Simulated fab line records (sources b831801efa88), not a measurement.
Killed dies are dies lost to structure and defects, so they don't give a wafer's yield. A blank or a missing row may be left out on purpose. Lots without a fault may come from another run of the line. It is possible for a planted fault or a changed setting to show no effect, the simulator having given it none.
One fault through the eyes of 2 desks | flow gf180mcu | each desk holds nothing but its own numbers, with what lay behind them at the end

THE METROLOGY DESK
What the gauges read, lot by lot, whatever tool the lot ran on: means of the sampled wafers that have a number. If a lot's mean is further than 4 standard deviations from the usual mean, the lot is out of limits and carries the mark OUT (the distance appears in the brackets).
Columns: A = NWELL_TW at GF_NWELL_TW_MEAS_11, usual 1597; B = VT_IMPLANT_03_OVL at GF_VT_IMPLANT_OVL_MEAS_40, usual -1.3 nm; C = NWELL_RS at GF_VT_IMPLANT_RS_MEAS_47, usual 487.9 ohm/sq; D = POLY_GATE_CVD_00_THK at GF_POLY_GATE_THK_MEAS_01, usual 200.1 nm
lot  | first seen here | A    | B    | C     | D
L764 | day 3 06:52     | 1601 | -0.5 | 488.3 | 199.7
L765 | day 3 12:32     | 1600 | 0.3  | 488.6 | 196.6
L766 | day 3 19:39     | 1609 | -2.7 | 487.9 | 111.6 (-40) OUT
L767 | day 3 23:36     | 1600 | -2.2 | 487.7 | 202.0
L769 | day 4 11:37     | 1615 | -1.3 | 487.2 | 112.2 (-40) OUT
L770 | day 4 17:25     | 1613 | -1.7 | 487.8 | 112.4 (-40) OUT
L777 | day 6 06:18     | 1582 | -1.2 | 488.5 | 199.7
L780 | day 6 23:37     | 1581 | 1.1  | 489.1 | 201.1
L783 | day 7 14:02     | 1619 | -3.4 | 488.7 | 200.1
L784 | day 7 21:34     | 1611 | 0.3  | 487.8 | 200.2
L785 | day 8 03:51     | 1584 | -2.6 | 487.1 | 203.6
L786 | day 8 07:22     | 1586 | -0.6 | 485.8 | 199.7
L787 | day 8 12:55     | 1583 | -2.7 | 488.8 | 202.4
This desk's result: L766, L769, L770 out of limits, first on L766 (POLY_GATE_CVD_00_THK at GF_POLY_GATE_THK_MEAS_01), day 9 01:29. L764, L765, L767, L777, L780, L783, L784, L785, L786, L787 stayed within limits.

THE TOOL OWNER'S DESK: lpcvd-01
The tool's own readings at GF_POLY_GATE_CVD_00 (deposits poly-Si, target thk 200 nm, time 1200 s): means of the sampled wafers that have a number, for each lot that ran on this tool. If a lot's mean is further than 4 standard deviations from the usual mean, the lot is out of limits and carries the mark OUT (the distance appears in the brackets).
Columns: A = zonePowerBottomPct at GF_POLY_GATE_CVD_00, usual 13.3 %
lot  | first seen here | A
L764 | day 8 07:08     | 13.4
L765 | day 8 13:29     | 13.3
L766 | day 8 23:29     | 14.2
L769 | day 9 20:02     | 14.0
L770 | day 10 04:22    | 13.4
L780 | day 13 03:19    | 13.4
L783 | day 13 22:46    | 13.3
Finding of this desk: none of the 7 lots has anything out of limits.

PUT TOGETHER
The metrology desk could have raised an alarm at day 9 01:29, on L766, L769, L770.
The tool owner's desk saw nothing out of limits.
The tool owner's desk has L766, L769, L770 on record, within its limits.
Of the lots named, all ran GF_POLY_GATE_CVD_00 on lpcvd-01.

WHAT THE SIMULATOR PUT IN
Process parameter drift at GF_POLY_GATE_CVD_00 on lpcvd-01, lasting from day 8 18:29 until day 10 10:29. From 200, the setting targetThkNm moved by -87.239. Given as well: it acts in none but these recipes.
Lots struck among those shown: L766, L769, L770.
Per desk, hours elapsed from the start of the fault to the first reading out of limits: for the metrology desk, 7.
